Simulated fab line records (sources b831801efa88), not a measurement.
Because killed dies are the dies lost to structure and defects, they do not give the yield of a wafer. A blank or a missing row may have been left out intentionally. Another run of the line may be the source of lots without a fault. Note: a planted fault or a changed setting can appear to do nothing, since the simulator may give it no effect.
fab line records | flow sky130
record lots=14 wafers=39 lastDay=50
route steps=708 shown PWDE@51
lots untouched by any fault: they come from a run of this same line in which no faults occurred
startH: the number of hours between the record's first day and the start of the first shown wafer of the lot | waitH: how many hours have passed since the lot's step before this one | " the same as in the row above | L1.1+2: a single row standing in for several wafers | - no value, or no start given | * or withheld: withheld | < > ~ a bound
route shown NAME@n: names a module that has steps shown in the file, with the first one's number in the route | usual: mean/standard deviation of fault-free wafers | same: alike in all rows | chamber/n: place in a boat | sites: the reading at each site | _std_site: standard deviation of those values | _edge_site: mean of outer sites minus mean of inner sites | radiusMm: for every site, how far away it sits from the centre of the wafer | mask NAME#n: copy n | behind: the last tool/chamber to shape the wafer | hold: cause of the lot's hold/its duration in hours/its outcome | device: names the non-switching transistor (n, p or np) | end of line: the route-end tests of the same wafers | a step with no rows: only its recipe | killed: the dies lost at the first sort to structure and to defects; this is not the yield of the wafer | map: per-die view of a wafer (x killed, . not killed, _ where there is no die)
set.NAME: the setting the step ran with; set.NAME@STEP: the setting that earlier step ran with | model.NAME: the simulator's own value behind a step, which no gauge read
one table for each step of the route and one row for each wafer, over a sample of lots
## steps
# step SKY_PWDE_DEVELOP_06
# recipe wallAngleDeg=90 developer=TMAH developTimeS=60 devTempC=23
# usual developerTempC=23.00/0.12
# columns lot.wafer tool chamber startH waitH developerTempC
L822.1 lithoTrack-01 0 69 - 23.08
L822.4 " 0 " " 23.04
L822.6 " 0 " " 22.90
L824.1 lithoTrack-02 0 78 - 22.85
L824.3 " 0 " " 22.98
L824.6 " 0 " " 22.89
L825.1 lithoTrack-02 0 82 - 22.72
L825.3 " 0 " " 22.90
L825.5 " 0 " " 22.92
L828.1 lithoTrack-02 0 103 - 23.02
L828.2 " 0 " " 22.91
L828.5 " 0 " " 23.05
L829.3 lithoTrack-02 0 106 - 23.11
L829.4 " 0 " " 23.12
L829.5 " 0 " " 23.02
L830.1 lithoTrack-02 0 111 - 22.83
L830.3 " 0 " " 22.92
L830.4 " 0 " " 22.76
L831.2 lithoTrack-03 0 118 - 22.94
L831.4 " 0 " " 22.86
L831.6 " 0 " " 22.99
L832.2 lithoTrack-02 0 124 - 23.17
L832.3 " 0 " " 23.12
L832.5 " 0 " " 23.17
L833.2 lithoTrack-02 0 130 - 22.91
L833.5 " 0 " " 22.97
L834.2 lithoTrack-02 0 135 - 22.98
L835.1 lithoTrack-03 0 144 - 22.98
L835.3 " 0 " " 23.05
L835.5 " 0 " " 22.88
L842.1 lithoTrack-01 0 179 - 22.97
L842.2 " 0 " " 23.08
L842.6 " 0 " " 23.02
L843.1 lithoTrack-03 0 185 - 22.92
L843.2 " 0 " " 22.92
L843.6 " 0 " " 23.02
L845.1 lithoTrack-03 0 196 - 23.11
L845.4 " 0 " " 22.96
L845.5 " 0 " " 22.94
# step SKY_PWDE_OVL_MEAS_07
# usual PWDE_OVL=-0.2/1.3
# columns lot.wafer tool chamber startH waitH PWDE_OVL[nm]
L822.1 overlay-01 - 69.59 - -1.1
L822.4 " - " " -0.1
L822.6 " - " " 1.3
L824.1 overlay-01 - 78.61 - 0.6
L824.3 " - " " 0.3
L824.6 " - " " 1.4
L825.1 overlay-02 - 83.01 - -2.3
L825.3 " - " " -1.0
L825.5 " - " " -1.4
L828.1 overlay-01 - 103.36 - -0.7
L828.2 " - " " -1.4
L828.5 " - " " 0.8
L829.3 overlay-01 - 106.47 - -0.8
L829.4 " - " " 0.5
L829.5 " - " " -0.2
L830.1 overlay-01 - 111.81 - -0.2
L830.3 " - " " 0.2
L830.4 " - " " -0.4
L831.2 overlay-02 - 118.25 - 1.4
L831.4 " - " " -0.8
L831.6 " - " " 0.1
L832.2 overlay-01 - 124.77 - -1.3
L832.3 " - " " 1.9
L832.5 " - " " 0.5
L833.2 overlay-01 - 130.52 - -
L833.5 " - " " -1.0
L834.2 overlay-02 - 135.27 - -
L835.1 overlay-01 - 144.70 - -1.1
L835.3 " - " " -0.1
L835.5 " - " " -0.4
L842.1 overlay-02 - 179.99 - 1.3
L842.2 " - " " -1.4
L842.6 " - " " -1.3
L843.1 overlay-01 - 185.50 - 0.0
L843.2 " - " " -0.2
L843.6 " - " " 0.0
L845.1 overlay-02 - 196.95 - -0.5
L845.4 " - " " 0.2
L845.5 " - " " -0.4
## key
firstSign step=SKY_PWDE_OVL_MEAS_07 reading=PWDE_OVL direction=missing
effect none on later readings
metAt SKY_PWDE_DEVELOP_06
struckLots L833,L834
struckWafers L833.2,L834.2
sortLeftOut L833.2,L834.2
testerLeftOut L833,L834
onsetBetween 124 130
fault kind=processParameterDrift tool=lithoTrack-02 chamber=- onsetH=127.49 steps=SKY_PWDE_DEVELOP_06 channel=developTimeS offset=* shape=step endH=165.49 scope=struckWafersOnly actsIn=* stated=*
# testerLeftOut: of these lots the tester's yield and bins aren't shown, on N5 and GAA mostly nor the transistor test; their killed dies are dies lost to structure and defects alone, not to doping, threshold or leakage, so they don't give the yield
# sortLeftOut: the simulated sort isn't trusted on such a fault, so these wafers' sort isn't shown, and their yield isn't known
